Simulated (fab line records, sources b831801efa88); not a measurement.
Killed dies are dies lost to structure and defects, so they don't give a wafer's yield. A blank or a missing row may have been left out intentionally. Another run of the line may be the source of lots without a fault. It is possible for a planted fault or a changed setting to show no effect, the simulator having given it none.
fab line records	flow sky130
[record] lots = 7	wafers = 21	lastDay = 50
route steps=708 shown PWDE@54 NWELL@56
lots that met no fault: taken from a fault-free run of the same line
startH: hours from the record's first day to the start of the lot's first wafer shown	waitH: hours since the lot's step before	" unchanged from the row above	L1.1+2: a single row standing in for several wafers	- value missing, or start not given	* or withheld: withheld	< > ~ a bound
route shown NAME@n: names a module that has steps shown in the file, with the first one's number in the route	usual: the fault-free wafers' mean and standard deviation	same: alike in all rows	chamber/n: place in a boat	sites: each site's reading	_std_site: how widely they spread, as a standard deviation	_edge_site: the outer-site mean with the inner-site mean subtracted	radiusMm: for every site, how far away it sits from the centre of the wafer	mask NAME#n: copy n	behind: the tool/chamber that last shaped the wafer	hold: reason for holding the lot/hours on hold/outcome of the hold	device: whichever transistor did not switch (one of n, p or np)	end of line: tests run on the same wafers once the route is complete	step lacking rows: just its recipe	killed: dies that structure and defects cost at the first sort, which is not the same as the wafer's yield	map: dies across one wafer; x = killed, . = not, _ = none there
set.NAME: the setting the step ran with; set.NAME@STEP: the setting that earlier step ran with	model.NAME: the simulator's own value behind a step, which no gauge read
certain route steps with their lots: each step a table, each wafer a row
services: the hour from which a tool's chamber was out of use, counted from the record's first day as startH (under 0 if before that day), plus the number of hours and why
[[steps]]
[step SKY_PWDE_STRIP_09]
[recipe] chemistry = O2/N2	powerW = 1400	pressureMtorr = 1500	platenTempC = withheld	o2FlowSccm = 3000	n2FlowSccm = 300	overashFraction = 0.5
[usual] chamberPressureMTorr = 1499.7/1.4	drypumpMotorCurrentA = 5.64/0.2	oesProductAu = 0.723/0.005	stripTimeToEndpointS = 36.95/0.094
lot.wafer	tool	chamber	startH	waitH	chamberPressureMTorr	drypumpMotorCurrentA	oesProductAu	rfHoursCounterH	stripTimeToEndpointS
L393.3	plasmaAsher-04	0	80.78	0.1	1500.5	5.84	0.723	-	37.03
L393.4	"	1	"	"	1500.8	5.80	0.729	-	37.03
L393.5	"	1	"	"	1499.5	5.79	0.728	-	37.08
L403.3	plasmaAsher-01	0	135.88	0.1	1501.3	5.51	0.719	-	36.87
L403.4	"	1	"	"	1499.0	5.87	0.722	-	36.98
L403.5	"	0	"	"	1499.3	5.50	0.724	-	36.97
L405.2	plasmaAsher-01	0	154.15	0.1	1501.5	5.51	0.726	35	36.96
L405.3	"	1	"	"	1500.8	5.85	0.721	-	37.04
L405.6	"	1	"	"	1499.4	5.86	0.717	-	37.16
L411.2	plasmaAsher-03	1	194.35	0.1	1499.5	5.47	0.729	7	36.89
L411.3	"	1	"	"	1501.1	5.47	0.723	-	36.86
L411.6	"	0	"	"	1499.3	5.40	0.734	-	36.92
L412.1	plasmaAsher-01	1	196.99	0.1	1499.2	5.90	0.719	39	37.04
L412.2	"	0	"	"	1498.2	5.51	0.725	39	37.08
L412.6	"	1	"	"	1501.1	5.87	0.725	-	37.15
L413.2	plasmaAsher-03	0	197.45	0.1	1497.9	5.39	0.722	8	36.86
L413.4	"	0	"	"	1497.5	5.40	0.724	-	37.00
L413.6	"	1	"	"	1499.6	5.49	0.720	-	36.95
L414.4	plasmaAsher-03	1	201.92	0.1	1502.2	5.49	0.722	-	36.78
L414.5	"	1	"	"	1502.0	5.49	0.722	-	36.84
L414.6	"	0	"	"	1498.2	5.39	0.710	-	36.85
[step SKY_PWDE_TW_MEAS_10]
[usual] PWDE_TW = 375.0/1.9
lot.wafer	tool	chamber	startH	waitH	PWDE_TW
L393.3	filmMetro-03	-	80.87	0.1	372.7
L393.4	"	-	"	"	373.7
L393.5	"	-	"	"	373.8
L403.3	filmMetro-03	-	135.97	0.1	372.2
L403.4	"	-	"	"	371.2
L403.5	"	-	"	"	368.7
L405.2	filmMetro-02	-	154.26	0.1	374.5
L405.3	"	-	"	"	375.0
L405.6	"	-	"	"	375.0
L411.2	filmMetro-01	-	194.46	0.1	374.2
L411.3	"	-	"	"	373.8
L411.6	"	-	"	"	374.3
L412.1	filmMetro-02	-	197.09	0.1	372.4
L412.2	"	-	"	"	374.8
L412.6	"	-	"	"	374.4
L413.2	filmMetro-02	-	197.56	0.1	375.2
L413.4	"	-	"	"	373.1
L413.6	"	-	"	"	375.1
L414.4	filmMetro-02	-	202.02	0.1	377.2
L414.5	"	-	"	"	375.6
L414.6	"	-	"	"	376.2
[step SKY_NWELL_DEHYDRATE_03]
[recipe] tempC = 200	timeS = 60
[step SKY_NWELL_HMDS_04]
[recipe] primeTimeS = 60	primeTempC = 120
[step SKY_NWELL_COAT_05]
[recipe] spinRpm = 2000	resistThkNm = 3000
[step SKY_NWELL_SOFTBAKE_06]
[recipe] tempC = 110	timeS = withheld
[step SKY_NWELL_EXPOSE_07]
[recipe] maskId = NWM	na = 0.6	sourceShape = conventional	sigmaOuter = 0.6	polarization = unpolarized	targetCdNm = 840	doseMj = 255
[step SKY_NWELL_PEB_08]
[recipe] tempC = 115	timeS = withheld
[step SKY_NWELL_DEVELOP_09]
[recipe] wallAngleDeg = 90	developer = TMAH	developTimeS = 60	devTempC = 23
[step SKY_NWELL_OVL_MEAS_10]
[usual] NWELL_00_OVL = -0.7/1.5
lot.wafer	tool	chamber	startH	waitH	NWELL_00_OVL[nm]
L393.3	overlay-01	-	97.02	-	-3.8
L393.4	"	-	"	"	-2.1
L393.5	"	-	"	"	-2.2
L403.3	overlay-01	-	153.99	-	0.0
L403.4	"	-	"	"	0.1
L403.5	"	-	"	"	-0.8
L405.2	overlay-01	-	173.88	-	0.1
L405.3	"	-	"	"	-1.2
L405.6	"	-	"	"	0.0
L411.2	overlay-01	-	216.52	-	1.5
L411.3	"	-	"	"	0.2
L411.6	"	-	"	"	1.2
L412.1	overlay-02	-	219.50	-	-2.0
L412.2	"	-	"	"	-1.9
L412.6	"	-	"	"	-3.3
L413.2	overlay-02	-	220.21	-	0.2
L413.4	"	-	"	"	-0.8
L413.6	"	-	"	"	-1.9
L414.4	overlay-01	-	224.18	-	-0.4
L414.5	"	-	"	"	0.2
L414.6	"	-	"	"	-1.2
[step SKY_NWELL_IMPLANT_11]
[recipe] species = P	energyKev = 400	doseCm2 = 1.9e+13	tiltDeg = withheld
[step SKY_NWELL_IMPLANT_12]
[recipe] species = P	energyKev = 122.3	doseCm2 = 1.3e+12	tiltDeg = withheld
[step SKY_NWELL_IMPLANT_13]
[recipe] species = P	energyKev = 50	doseCm2 = 7e+11	tiltDeg = withheld
[usual] beamEnergyKeV = 50.001/0.017	beamOnS = 10.04/0.2
lot.wafer	tool	chamber	startH	waitH	beamEnergyKeV	beamOnS
L393.3	implanter-01	0	97.40	0.1	50.013	9.70
L393.4	"	0	"	"	50.012	9.51
L393.5	"	0	"	"	49.981	9.93
L403.3	implanter-04	0	154.36	0.1	49.993	9.98
L403.4	"	0	"	"	49.975	9.96
L403.5	"	0	"	"	49.959	10.06
L405.2	implanter-04	0	174.23	0.1	50.005	9.91
L405.3	"	0	"	"	49.991	10.10
L405.6	"	0	"	"	50.015	9.83
L411.2	implanter-02	-	216.87	0.1	-	-
L411.3	"	-	"	"	-	-
L411.6	"	-	"	"	-	-
L412.1	implanter-02	-	219.84	0.1	-	-
L412.2	"	-	"	"	-	-
L412.6	"	-	"	"	-	-
L413.2	implanter-04	-	220.56	0.1	-	-
L413.4	"	-	"	"	-	-
L413.6	"	-	"	"	-	-
L414.4	implanter-02	0	224.57	0.1	50.001	10.10
L414.5	"	0	"	"	50.006	9.83
L414.6	"	0	"	"	50.017	9.97
[step SKY_NWELL_STRIP_14]
[recipe] chemistry = O2/N2	powerW = 1400	pressureMtorr = 1500	platenTempC = withheld	o2FlowSccm = 3000	n2FlowSccm = 300	overashFraction = 0.5
[usual] chamberPressureMTorr = 1499.9/2	drypumpMotorCurrentA = 5.5/0.33	oesProductAu = 0.722/0.0043	stripTimeToEndpointS = 36.96/0.089
lot.wafer	tool	chamber	startH	waitH	chamberPressureMTorr	drypumpMotorCurrentA	oesProductAu	rfHoursCounterH	stripTimeToEndpointS
L393.3	plasmaAsher-01	0	97.53	0.1	1499.7	5.5	0.724	-	37.01
L393.4	"	1	"	"	1501.5	5.9	0.724	-	36.97
L393.5	"	1	"	"	1500.7	5.9	0.724	-	37.08
L403.3	plasmaAsher-03	1	154.49	0.1	1499.1	5.5	0.717	-	36.88
L403.4	"	0	"	"	1498.3	5.4	0.726	-	37.00
L403.5	"	0	"	"	1500.8	5.4	0.721	-	36.98
L405.2	plasmaAsher-01	1	174.36	0.1	1499.9	5.9	0.726	36	36.86
L405.3	"	1	"	"	1498.9	5.8	0.722	-	36.93
L405.6	"	1	"	"	1498.5	5.9	0.727	-	36.88
L411.2	plasmaAsher-03	0	217.00	0.1	1498.1	5.4	0.718	10	36.93
L411.3	"	0	"	"	1500.6	5.4	0.726	-	37.00
L411.6	"	1	"	"	1498.3	5.5	0.718	-	36.92
L412.1	plasmaAsher-03	0	219.99	0.1	1499.0	5.4	0.716	10	36.93
L412.2	"	1	"	"	1499.0	5.5	0.718	10	37.08
L412.6	"	0	"	"	1498.2	5.4	0.724	-	36.90
L413.2	plasmaAsher-03	0	220.69	0.1	1501.5	5.4	0.720	10	36.97
L413.4	"	0	"	"	1500.9	5.4	0.722	-	37.05
L413.6	"	0	"	"	1499.9	5.4	0.719	-	36.99
L414.4	plasmaAsher-02	1	224.68	0.1	1502.2	5.0	0.717	-	37.03
L414.5	"	0	"	"	1504.2	6.0	0.722	-	36.92
L414.6	"	1	"	"	1496.5	5.0	0.729	-	36.98
[step SKY_NWELL_TW_MEAS_15]
[usual] NWELL_TW = 1816/10
lot.wafer	tool	chamber	startH	waitH	NWELL_TW
L393.3	filmMetro-03	-	97.62	0.1	1819
L393.4	"	-	"	"	1817
L393.5	"	-	"	"	1822
L403.3	filmMetro-01	-	154.58	0.1	1824
L403.4	"	-	"	"	1839
L403.5	"	-	"	"	1825
L405.2	filmMetro-01	-	174.47	0.1	1821
L405.3	"	-	"	"	1827
L405.6	"	-	"	"	1825
L411.2	filmMetro-02	-	217.11	0.1	1812
L411.3	"	-	"	"	1817
L411.6	"	-	"	"	1819
L412.1	filmMetro-03	-	220.09	0.1	1806
L412.2	"	-	"	"	1809
L412.6	"	-	"	"	1793
L413.2	filmMetro-02	-	220.80	0.1	1818
L413.4	"	-	"	"	1808
L413.6	"	-	"	"	1817
L414.4	filmMetro-03	-	224.78	0.1	1805
L414.5	"	-	"	"	1804
L414.6	"	-	"	"	1811
[step SKY_NWELL_DEHYDRATE_16]
[recipe] tempC = 200	timeS = 60
[step SKY_NWELL_HMDS_17]
[recipe] primeTimeS = 60	primeTempC = 120
[step SKY_NWELL_COAT_18]
[recipe] spinRpm = 2000	resistThkNm = 3000
[step SKY_NWELL_SOFTBAKE_19]
[recipe] tempC = 110	timeS = withheld
[step SKY_NWELL_EXPOSE_20]
[recipe] maskId = NWM_COMPLEMENT	na = 0.6	sourceShape = conventional	sigmaOuter = 0.6	polarization = unpolarized	targetCdNm = 840	doseMj = 260
[step SKY_NWELL_PEB_21]
[recipe] tempC = 115	timeS = withheld
[step SKY_NWELL_DEVELOP_22]
[recipe] wallAngleDeg = 90	developer = TMAH	developTimeS = 60	devTempC = 23
[step SKY_NWELL_OVL_MEAS_23]
[usual] NWELL_01_OVL = -0.8/1.4
lot.wafer	tool	chamber	startH	waitH	NWELL_01_OVL[nm]
L393.3	overlay-01	-	114.99	-	1.2
L393.4	"	-	"	"	-0.6
L393.5	"	-	"	"	1.0
L403.3	overlay-02	-	174.06	-	-0.1
L403.4	"	-	"	"	-0.2
L403.5	"	-	"	"	-0.3
L405.2	overlay-02	-	195.32	-	-0.6
L405.3	"	-	"	"	-1.7
L405.6	"	-	"	"	-2.1
L411.2	overlay-02	-	239.77	-	-2.7
L411.3	"	-	"	"	-2.2
L411.6	"	-	"	"	-3.7
L412.1	overlay-02	-	243.17	-	-1.7
L412.2	"	-	"	"	-1.0
L412.6	"	-	"	"	-0.9
L413.2	overlay-02	-	243.77	-	-2.3
L413.4	"	-	"	"	0.0
L413.6	"	-	"	"	-0.2
L414.4	overlay-01	-	247.57	-	-2.2
L414.5	"	-	"	"	-1.7
L414.6	"	-	"	"	-0.9
[step SKY_NWELL_IMPLANT_24]
[recipe] species = B	energyKev = 140	doseCm2 = 9.2e+12	tiltDeg = withheld
[step SKY_NWELL_STRIP_25]
[recipe] chemistry = O2/N2	powerW = 1400	pressureMtorr = 1500	platenTempC = withheld	o2FlowSccm = 3000	n2FlowSccm = 300	overashFraction = 0.5
[usual] chamberPressureMTorr = 1500.2/1.5	drypumpMotorCurrentA = 5.5/0.33	oesProductAu = 0.722/0.0042	stripTimeToEndpointS = 36.92/0.11
lot.wafer	tool	chamber	startH	waitH	chamberPressureMTorr	drypumpMotorCurrentA	oesProductAu	rfHoursCounterH	stripTimeToEndpointS
L393.3	plasmaAsher-02	0	115.19	0.1	1500.7	6.0	0.721	-	36.93
L393.4	"	1	"	"	1501.3	5.0	0.721	-	36.91
L393.5	"	0	"	"	1500.4	6.0	0.715	-	36.83
L403.3	plasmaAsher-03	0	174.27	0.1	1501.9	5.4	0.728	-	37.05
L403.4	"	1	"	"	1500.6	5.5	0.717	-	37.09
L403.5	"	1	"	"	1499.8	5.5	0.722	-	37.00
L405.2	plasmaAsher-02	1	195.50	0.1	1498.2	5.0	0.723	55	36.85
L405.3	"	1	"	"	1498.7	5.0	0.714	-	36.86
L405.6	"	1	"	"	1500.3	5.0	0.720	-	36.83
L411.2	plasmaAsher-01	1	239.95	0.1	1500.4	5.9	0.718	43	36.81
L411.3	"	0	"	"	1502.0	5.5	0.724	-	37.00
L411.6	"	1	"	"	1498.5	5.9	0.725	-	36.94
L412.1	plasmaAsher-03	0	243.36	0.1	1498.1	5.4	0.727	13	37.15
L412.2	"	1	"	"	1501.4	5.5	0.720	13	37.06
L412.6	"	0	"	"	1496.8	5.4	0.724	-	37.18
L413.2	plasmaAsher-03	1	243.95	0.1	1499.3	5.5	0.723	13	36.97
L413.4	"	1	"	"	1497.8	5.5	0.722	-	36.97
L413.6	"	1	"	"	1500.5	5.5	0.725	-	37.04
L414.4	plasmaAsher-02	1	247.77	0.1	1497.7	5.0	0.727	-	36.89
L414.5	"	1	"	"	1500.4	5.0	0.723	-	36.86
L414.6	"	0	"	"	1499.5	6.0	0.719	-	36.93
[step SKY_NWELL_TW_MEAS_26]
[usual] NWELL_2_TW = 496.6/2.4
lot.wafer	tool	chamber	startH	waitH	NWELL_2_TW
L393.3	filmMetro-01	-	115.28	0.1	497.7
L393.4	"	-	"	"	497.8
L393.5	"	-	"	"	501.1
L403.3	filmMetro-03	-	174.36	0.1	496.8
L403.4	"	-	"	"	496.9
L403.5	"	-	"	"	497.3
L405.2	filmMetro-03	-	195.61	0.1	495.4
L405.3	"	-	"	"	493.6
L405.6	"	-	"	"	492.6
L411.2	filmMetro-03	-	240.06	0.1	491.2
L411.3	"	-	"	"	493.0
L411.6	"	-	"	"	493.6
L412.1	filmMetro-01	-	243.46	0.1	492.9
L412.2	"	-	"	"	492.8
L412.6	"	-	"	"	494.8
L413.2	filmMetro-03	-	244.06	0.1	493.0
L413.4	"	-	"	"	493.4
L413.6	"	-	"	"	493.5
L414.4	filmMetro-02	-	247.87	0.1	498.9
L414.5	"	-	"	"	498.4
L414.6	"	-	"	"	500.1
[step SKY_NWELL_CLEAN_27]
[recipe] chemistry = SC1/SC2	mix = 1:4:20	tempC = 70	timeS = 150	dry = n2Spin
[step SKY_NWELL_RTA_28]
[recipe] tempC = 1050	timeS = 30	idleTempC = 650	rampUpCPerS = 150	rampDownCPerS = 90	ambient = N2
[usual] lampPowerPct = 25.30/0.051	wafer_temp_C_max = 1054.8/0.88
[same] timeS = 30
lot.wafer	tool	chamber	startH	waitH	lampPowerPct	wafer_temp_C_max
L393.3	rtpAnneal-01	0	115.40	0.0	25.27	1053.9
L393.4	"	0	"	"	25.21	1055.1
L393.5	"	0	"	"	25.19	1054.1
L403.3	rtpAnneal-02	0	174.48	0.0	25.26	1056.6
L403.4	"	0	"	"	25.26	1054.1
L403.5	"	0	"	"	25.32	1054.1
L405.2	rtpAnneal-02	0	195.73	0.0	25.31	1055.2
L405.3	"	0	"	"	25.26	1055.0
L405.6	"	0	"	"	25.29	1053.8
L411.2	rtpAnneal-02	0	240.17	0.0	25.34	1054.8
L411.3	"	0	"	"	25.29	1054.9
L411.6	"	0	"	"	25.34	1056.5
L412.1	rtpAnneal-01	0	243.57	0.0	25.33	1054.6
L412.2	"	0	"	"	25.30	1055.4
L412.6	"	0	"	"	25.19	1055.8
L413.2	rtpAnneal-02	0	244.17	0.0	25.30	1055.4
L413.4	"	0	"	"	25.23	1056.0
L413.6	"	0	"	"	25.26	1053.8
L414.4	rtpAnneal-01	0	248.00	0.1	25.21	1054.5
L414.5	"	0	"	"	25.38	1054.3
L414.6	"	0	"	"	25.30	1053.9
[step SKY_NWELL_RS_MEAS_29]
[recipe] thkMeasGauge = four-point-probe
[usual] NWELL_RS = 625.8/1.4
lot.wafer	tool	chamber	startH	waitH	hold	NWELL_RS[ohm/sq]
L393.3	filmMetro-03	-	115.51	0.1	-	626.1
L393.4	"	-	"	"	-	625.9
L393.5	"	-	"	"	-	625.3
L403.3	filmMetro-03	-	174.59	0.1	-	625.2
L403.4	"	-	"	"	-	624.7
L403.5	"	-	"	"	-	625.9
L405.2	filmMetro-03	-	195.83	0.1	-	627.1
L405.3	"	-	"	"	-	628.7
L405.6	"	-	"	"	-	628.1
L411.2	filmMetro-03	-	240.28	0.1	awaitDispo/0.2h/release	651.4
L411.3	"	-	"	"	awaitDispo/0.2h/release	652.0
L411.6	"	-	"	"	awaitDispo/0.2h/release	651.0
L411.2	filmMetro-03	-	240.64	0.3	-	653.1
L411.3	"	-	"	"	-	652.4
L411.6	"	-	"	"	-	651.2
L412.1	filmMetro-01	-	243.67	0.1	awaitDispo/0.2h/release	651.2
L412.2	"	-	"	"	awaitDispo/0.2h/release	649.8
L412.6	"	-	"	"	awaitDispo/0.2h/release	651.0
L412.1	filmMetro-01	-	244.03	0.3	-	651.9
L412.2	"	-	"	"	-	649.3
L412.6	"	-	"	"	-	650.1
L413.2	filmMetro-01	-	244.28	0.1	awaitDispo/0.2h/release	650.5
L413.4	"	-	"	"	awaitDispo/0.2h/release	650.7
L413.6	"	-	"	"	awaitDispo/0.2h/release	651.2
L413.2	filmMetro-01	-	244.64	0.3	-	649.6
L413.4	"	-	"	"	-	650.7
L413.6	"	-	"	"	-	650.0
L414.4	filmMetro-01	-	248.11	0.1	-	626.7
L414.5	"	-	"	"	-	625.3
L414.6	"	-	"	"	-	625.8
[[services]]
tool	chamber	startH	hours	kind
plasmaAsher-04	-	60.61	10.0	pm
implanter-01	-	67.79	3.1	repair
implanter-04	-	69.75	4.1	pm
implanter-04	-	80.96	2.8	repair
implanter-04	-	88.64	6.9	repair
plasmaAsher-03	-	108.75	9.0	pm
plasmaAsher-03	0	108.75	9.0	ventCycle
plasmaAsher-03	1	108.75	9.0	ventCycle
plasmaAsher-03	0	117.75	-	clean
plasmaAsher-03	1	117.75	-	clean
implanter-02	-	140.18	63.5	pm
plasmaAsher-01	-	145.14	5.5	repair
implanter-01	-	150.72	0.9	repair
implanter-01	-	186.00	3.0	pm
implanter-01	-	188.97	5.0	pm
plasmaAsher-01	-	203.31	7.0	repair
implanter-02	-	203.63	2.5	pm
plasmaAsher-02	-	226.00	17.2	repair
rtpAnneal-01	-	234.61	2.9	pm
implanter-02	-	246.35	3.2	repair
implanter-02	-	248.02	4.5	repair
[[key]]
[firstSign] step = SKY_NWELL_IMPLANT_13	reading = toolRecord	direction = missing
[effect] step = SKY_NWELL_RS_MEAS_29	reading = visit	direction = added
[effect] step = SKY_NWELL_RS_MEAS_29	reading = NWELL_RS	direction = up	sigmas = 18	usual = 625.8	struck = 651.0
metAt SKY_NWELL_IMPLANT_13
struckWafers L411.2,L411.3,L411.6,L412.1,L412.2,L412.6,L413.2,L413.4,L413.6
laterRowsLeftOut L411.2,L411.3,L411.6,L412.1,L412.2,L412.6,L413.2,L413.4,L413.6
sortLeftOut L411.2,L411.3,L411.6,L412.1,L412.2,L412.6,L413.2,L413.4,L413.6
testerLeftOut L411,L412,L413
onsetBetween 174.23 216.87
[fault] kind = skippedStepWhole	tool = implanter-02,implanter-04	chamber = -	onsetH = 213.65	steps = SKY_NWELL_IMPLANT_13	scope = struckLotsOnly
// testerLeftOut: of these lots the tester's yield and bins aren't shown, on N5 and GAA mostly nor the transistor test; their killed dies are dies lost to structure and defects alone, not to doping, threshold or leakage, so they don't give the yield
// sortLeftOut: the simulated sort isn't trusted on such a fault, so these wafers' sort isn't shown, and their yield isn't known
// laterRowsLeftOut: the simulator's readings of these wafers behind a module that went badly wrong aren't trusted and aren't shown, but for the sort
